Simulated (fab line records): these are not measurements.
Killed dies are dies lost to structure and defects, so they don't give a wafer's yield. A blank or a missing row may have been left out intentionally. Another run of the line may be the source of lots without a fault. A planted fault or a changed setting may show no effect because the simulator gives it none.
2 desks, one fault    flow gf180mcu    what lay behind the numbers comes last; until then each desk has only its own

## DESK OF THE TOOL OWNER: implanter-03
For each lot that ran on this tool, the mean over its sampled wafers that have a number, from the tool's own readings at GF_HV_LDD_IMPLANT_33. A lot is out of limits, marked OUT, if its mean lies more than 4 standard deviations from the usual mean; the brackets give that distance.
Columns: A = dose_ions_cm2 at GF_HV_LDD_IMPLANT_33, usual 7.501e+12; B = faraday_current_uA at GF_HV_LDD_IMPLANT_33, usual 42.3
lot   first seen here  A          B
L682  day 12 06:41     7.495e+12  41.3
L696  day 16 17:00     7.502e+12  42.5
L698  day 17 14:31     7.512e+12  42.2
L701  day 18 09:29     7.514e+12  42.8
This desk's verdict: no lot among the 4 shows anything out of limits.

## THE METROLOGY DESK
Means of the sampled wafers that have a number, per lot and without regard to the tool the lot ran on: this is what the gauges read. A lot is out of limits, marked OUT, if its mean lies more than 4 standard deviations from the usual mean; the brackets give that distance. 7 of its 10 readings are shown, namely those furthest out on some lot.
Columns: A = cd_nm at GF_HV_LDD_CD_MEAS_31, usual 400.8 nm; B = HV_LDD_3_TW at GF_HV_LDD_TW_MEAS_38, usual 1438; C = cd_nm at GF_HV_LDD_CD_MEAS_46, usual 400.3 nm; D = HV_LDD_4_TW at GF_HV_LDD_TW_MEAS_50, usual 570; E = HV_LDD_RS at GF_HV_LDD_RS_MEAS_53, usual 418.3 ohm/sq; F = HV_LDD_CVD_54_THK at GF_HV_LDD_THK_MEAS_55, usual 9.99 nm; G = HV_LDD_CVD_56_THK at GF_HV_LDD_THK_MEAS_57, usual 90.0 nm
lot   first seen here  A      B     C      D    E      F      G
L680  day 10 15:15     402.0  1434  400.5  567  416.9  9.98   90.3
L682  day 11 11:50     401.2  1436  397.8  570  419.3  9.93   90.9
L685  day 12 08:33     401.2  1428  401.1  571  417.4  9.94   92.0
L692  day 14 13:46     399.9  1423  400.7  571  417.0  10.10  89.7
L696  day 15 19:19     406.0  1443  403.9  572  420.1  9.79   89.8
L698  day 16 15:42     401.6  1437  401.4  572  418.6  10.13  89.1
L701  day 17 10:41     401.8  1443  400.4  563  417.4  10.12  87.9
This desk's verdict: no lot among the 7 shows anything out of limits.

## TAKEN TOGETHER
Nothing out of limits was seen by the tool owner's desk.
From the metrology desk's view, nothing was out of limits.

## WHAT WAS PUT IN BY THE SIMULATOR
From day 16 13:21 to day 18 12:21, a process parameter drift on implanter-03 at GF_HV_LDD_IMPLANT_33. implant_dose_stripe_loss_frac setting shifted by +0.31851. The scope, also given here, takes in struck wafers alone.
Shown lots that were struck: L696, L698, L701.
